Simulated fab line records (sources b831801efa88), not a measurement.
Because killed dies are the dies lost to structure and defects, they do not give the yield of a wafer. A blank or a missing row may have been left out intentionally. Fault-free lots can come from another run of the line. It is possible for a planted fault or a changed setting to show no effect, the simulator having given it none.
Which tool is to blame? + flow gf180mcu + 39 wafers from 14 lots sampled at 2 of the route's 602 steps

## WHAT EACH GAUGE READ, for each wafer
GF_CONTACT_CD_MEAS_14 targets a cd of 220 nm. Usual: 219.9 nm for cd nm, sd 1.6.
| lot  | measured     | on        | cd nm (nm)        | flag |
|------|--------------|-----------|-------------------|------|
| L111 | day 15 22:49 | cd sem-01 | 220.2 221.9 221.3 |      |
| L113 | day 16 19:41 | cd sem-02 | 217.9 218.9 220.3 |      |
| L114 | day 17 08:14 | cd sem-01 | 218.5 219.0 219.9 |      |
| L117 | day 18 08:21 | cd sem-01 | 221.8 220.9 221.8 |      |
| L118 | day 19 00:20 | cd sem-01 | 220.5 221.2 222.3 |      |
| L119 | day 19 03:17 | cd sem-02 | 221.6 223.0 221.0 |      |
| L122 | day 20 08:53 | cd sem-02 | 218.3 219.0       |      |
| L123 | day 20 17:37 | cd sem-02 | 217.1             |      |
| L125 | day 21 10:43 | cd sem-01 | 220.1 219.3 220.8 |      |
| L130 | day 23 08:08 | cd sem-01 | 219.3 220.5 221.1 |      |
| L131 | day 23 09:28 | cd sem-02 | 220.0 220.2 219.9 |      |
| L132 | day 23 14:49 | cd sem-01 | 221.4 220.5 220.6 |      |
| L133 | day 24 03:17 | cd sem-02 | 219.7 220.5 217.8 |      |
| L134 | day 24 10:00 | cd sem-02 | 219.2 219.2 215.5 |      |

## TOOL THAT RAN EACH LOT (tool first, then ch and the chambers of the sampled wafers, then the start)
| lot  | GF_SALICIDE_WET_ETCH_01         |
|------|---------------------------------|
| L111 | wet bench-01 ch 0, day 15 02:00 |
| L113 | wet bench-01 ch 1, day 15 20:45 |
| L114 | wet bench-02 ch 0, day 16 07:56 |
| L117 | wet bench-02 ch 3, day 17 07:43 |
| L118 | wet bench-04 ch 0, day 17 22:26 |
| L119 | wet bench-01 ch 2, day 18 02:16 |
| L122 | wet bench-02 ch 3, day 19 07:24 |
| L123 | wet bench-02 ch 3, day 19 16:07 |
| L125 | wet bench-04 ch 0, day 20 09:36 |
| L130 | wet bench-02 ch 1, day 22 07:36 |
| L131 | wet bench-01 ch 0, day 22 07:54 |
| L132 | wet bench-01 ch 2, day 22 15:11 |
| L133 | wet bench-01 ch 2, day 23 03:34 |
| L134 | wet bench-04 ch 0, day 23 10:20 |
- GF_SALICIDE_WET_ETCH_01: etches SiO2 in dHF, target depth 5 nm, time 100 s.

## WHAT THE TOOLS THEMSELVES READ (means of the sampled wafers that have a number; where no wafer has one, the mark that the record gives instead)
GF_SALICIDE_WET_ETCH_01. Usual: run length s 130 s, standard deviation 3.7; temp c 25.00 C, standard deviation 0.11.
| lot  | tool         | run length s (s) | temp c (C) | flag |
|------|--------------|------------------|------------|------|
| L111 | wet bench-01 | 127              | 24.95      |      |
| L113 | wet bench-01 | 134              | 25.07      |      |
| L114 | wet bench-02 | 127              | 25.04      |      |
| L117 | wet bench-02 | 127              | 24.99      |      |
| L118 | wet bench-04 | 125              | 24.93      |      |
| L119 | wet bench-01 | 126              | 25.09      |      |
| L122 | wet bench-02 | 143              | 25.06      | OFF  |
| L123 | wet bench-02 | 143              | 24.93      | OFF  |
| L125 | wet bench-04 | 132              | 25.01      |      |
| L130 | wet bench-02 | 136              | 25.05      |      |
| L131 | wet bench-01 | 126              | 25.06      |      |
| L132 | wet bench-01 | 133              | 25.06      |      |
| L133 | wet bench-01 | 124              | 25.19      |      |
| L134 | wet bench-04 | 126              | 25.00      |      |

## THE ANSWER, worked out from the rows above alone
Rule: a lot is off if the mean of its wafers that have a number lies more than 3 standard deviations from the usual mean. Also off: a lot with no number at a reading for which 4 or more lots have one. Where the step has rows for the other lots, those lots are counted as sound. The gauges are gone through in route order, then the tools' own readings, and for those a lot's mean is taken as printed above. At the first step where some lot is off, the reading lying furthest off is the one used; lots without a number count as furthest.
Off: L122, L123, at GF_SALICIDE_WET_ETCH_01 (run length s).
If a tool, at that step or one of the process steps before it, ran each lot that is off and ran no sound lot following the first of them, it fits. Of those tried, none fits.

## WHAT THE SIMULATOR PUT IN
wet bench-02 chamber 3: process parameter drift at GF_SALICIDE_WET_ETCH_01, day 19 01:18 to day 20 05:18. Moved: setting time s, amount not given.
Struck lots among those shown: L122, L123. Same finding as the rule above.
